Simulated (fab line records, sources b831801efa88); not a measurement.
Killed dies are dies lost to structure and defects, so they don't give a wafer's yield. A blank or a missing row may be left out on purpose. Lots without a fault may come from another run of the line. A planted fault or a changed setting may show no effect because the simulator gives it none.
Which tool did it? | flow gf180mcu | 13 lots, 39 wafers sampled, at 4 steps of a route of 602

WHAT THE GAUGES READ, wafer by wafer
GF_M2_OVL_MEAS_15. Usual: M2_OVL 3 nm, standard deviation 5.5.
lot  | measured     | on         | M2_OVL (nm) | flag
L202 | day 19 01:10 | overlay-02 | -4 -6 -6    |
L203 | day 19 11:11 | overlay-01 | -2 12 5     |
L204 | day 19 22:08 | overlay-01 | 18 15 13    |
L205 | day 20 08:55 | overlay-02 | -2 11 6     |
L206 | day 20 12:46 | overlay-02 | 5 -1 0      |
L207 | day 21 03:02 | overlay-02 | 3 3 6       |
L209 | day 21 22:52 | overlay-01 | 4 3 2       |
L213 | day 23 08:40 | overlay-01 | 4 7 3       |
L215 | day 24 00:34 | overlay-02 | 9 4 -3      |
L217 | day 24 21:49 | overlay-01 | 3 2 4       |
L222 | day 26 07:32 | overlay-02 | -2 4 -1     |
L223 | day 26 16:43 | overlay-01 | 5 13 3      |
L225 | day 26 22:43 | overlay-02 | 6 1 5       |

WHICH TOOL RAN EACH LOT (tool, then ch and the chambers of the sampled wafers, then the start)
lot  | GF_CONTACT_EXPOSE_11              | GF_M1_SPUTTER_00             | GF_V1_SPUTTER_22
L202 | krf_scanner-02 ch 0, day 15 12:55 | pvd_sputter-01, day 16 00:43 | pvd_sputter-04, day 18 00:51
L203 | krf_scanner-02 ch 0, day 15 22:04 | pvd_sputter-04, day 16 10:28 | pvd_sputter-03, day 18 10:56
L204 | krf_scanner-02 ch 0, day 16 07:47 | pvd_sputter-04, day 16 19:58 | pvd_sputter-02, day 18 21:01
L205 | krf_scanner-01 ch 0, day 16 17:01 | pvd_sputter-01, day 17 05:50 | pvd_sputter-03, day 19 07:31
L206 | krf_scanner-01 ch 0, day 16 21:37 | pvd_sputter-04, day 17 09:58 | pvd_sputter-03, day 19 11:38
L207 | krf_scanner-02 ch 0, day 17 11:53 | pvd_sputter-03, day 18 00:24 | pvd_sputter-04, day 20 02:33
L209 | krf_scanner-02 ch 0, day 18 07:26 | pvd_sputter-01, day 18 20:29 | pvd_sputter-02, day 20 22:08
L213 | krf_scanner-02 ch 0, day 19 16:31 | pvd_sputter-04, day 20 05:30 | pvd_sputter-04, day 22 08:16
L215 | krf_scanner-02 ch 0, day 20 10:17 | pvd_sputter-03, day 20 23:04 | pvd_sputter-03, day 23 00:57
L217 | krf_scanner-02 ch 0, day 21 10:18 | pvd_sputter-01, day 21 23:02 | pvd_sputter-02, day 23 22:58
L222 | krf_scanner-01 ch 0, day 22 23:28 | pvd_sputter-03, day 23 11:32 | pvd_sputter-04, day 25 09:58
L223 | krf_scanner-01 ch 0, day 23 07:46 | pvd_sputter-01, day 23 20:44 | pvd_sputter-02, day 25 19:17
L225 | krf_scanner-01 ch 0, day 23 16:55 | pvd_sputter-04, day 24 04:47 | pvd_sputter-03, day 26 01:22
- GF_CONTACT_EXPOSE_11: exposes mask Contact, target cd 220 nm.
- GF_M1_SPUTTER_00: material Ti, target thk 37.5 nm, time 150 s.
- GF_V1_SPUTTER_22: material TiN, target thk 10 nm, time 40 s.

WHAT THE TOOLS THEMSELVES READ (means of the sampled wafers that have a number; where no wafer has one, the mark that the record gives instead)
GF_CONTACT_EXPOSE_11. Usual: exposure_dose_mJ_cm2 37.96, standard deviation 0.041.
lot  | tool           | exposure_dose_mJ_cm2 | flag
L202 | krf_scanner-02 | 37.93                |
L203 | krf_scanner-02 | 37.95                |
L204 | krf_scanner-02 | 37.93                |
L205 | krf_scanner-01 | 37.97                |
L206 | krf_scanner-01 | 38.02                |
L207 | krf_scanner-02 | 37.96                |
L209 | krf_scanner-02 | 37.92                |
L213 | krf_scanner-02 | 37.95                |
L215 | krf_scanner-02 | 37.08                | OFF
L217 | krf_scanner-02 | 37.33                | OFF
L222 | krf_scanner-01 | 37.96                |
L223 | krf_scanner-01 | 37.98                |
L225 | krf_scanner-01 | 37.92                |

GF_M1_SPUTTER_00. Usual: throttle_valve_pct 29.5 %, standard deviation 0.99.
lot  | tool           | throttle_valve_pct (%) | flag
L202 | pvd_sputter-01 | 29.9                   |
L203 | pvd_sputter-04 | 30.4                   |
L204 | pvd_sputter-04 | 29.3                   |
L205 | pvd_sputter-01 | 29.4                   |
L206 | pvd_sputter-04 | 29.5                   |
L207 | pvd_sputter-03 | 30.0                   |
L209 | pvd_sputter-01 | 29.6                   |
L213 | pvd_sputter-04 | 29.4                   |
L215 | pvd_sputter-03 | 29.1                   |
L217 | pvd_sputter-01 | 28.2                   |
L222 | pvd_sputter-03 | 29.7                   |
L223 | pvd_sputter-01 | 28.6                   |
L225 | pvd_sputter-04 | 30.0                   |

GF_V1_SPUTTER_22. Usual: throttle_valve_pct 29.7 %, standard deviation 0.82.
lot  | tool           | throttle_valve_pct (%) | flag
L202 | pvd_sputter-04 | 29.7                   |
L203 | pvd_sputter-03 | 29.4                   |
L204 | pvd_sputter-02 | 29.8                   |
L205 | pvd_sputter-03 | 29.9                   |
L206 | pvd_sputter-03 | 30.1                   |
L207 | pvd_sputter-04 | 30.0                   |
L209 | pvd_sputter-02 | 29.7                   |
L213 | pvd_sputter-04 | 29.7                   |
L215 | pvd_sputter-03 | 29.4                   |
L217 | pvd_sputter-02 | 28.6                   |
L222 | pvd_sputter-04 | 29.7                   |
L223 | pvd_sputter-02 | 29.5                   |
L225 | pvd_sputter-03 | 29.5                   |

THE ANSWER, worked out from the rows above alone
Rule: a lot is off if the mean of its wafers that have a number lies more than 3 standard deviations from the usual mean. A lot without any number at a reading at which 4 lots or more have one is off too. The other lots that the step has rows for count as sound. The gauges are gone through in route order, then the tools' own readings, and for those a lot's mean is taken as printed above. The first step at which some lot is off is used, and at that step the reading that is off furthest; a lot without a number counts as furthest.
Off: L215, L217, at GF_CONTACT_EXPOSE_11 (exposure_dose_mJ_cm2).
A tool fits if, at that step or a process step before it, it ran every lot that is off, and no sound lot after the first of them. One fits: krf_scanner-02 at GF_CONTACT_EXPOSE_11. Its last sound lot is L213 (day 19 16:31), its first lot that is off L215 (day 20 10:17): a fault that began between those two fits.
The tool's own readings at GF_CONTACT_EXPOSE_11 bear it out: on the lots that are off they differ by more than 5 times the standard deviation of the sound lots' means. exposure_dose_mJ_cm2 reads 37.20 there against 37.95 on the sound lots.

WHAT THE SIMULATOR HAD PUT IN
Process parameter drift: krf_scanner-02, from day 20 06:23 on, at GF_CONTACT_EXPOSE_11. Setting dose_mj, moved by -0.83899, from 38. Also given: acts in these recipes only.
Lots struck among those shown: L215, L217. The rule above found the same.
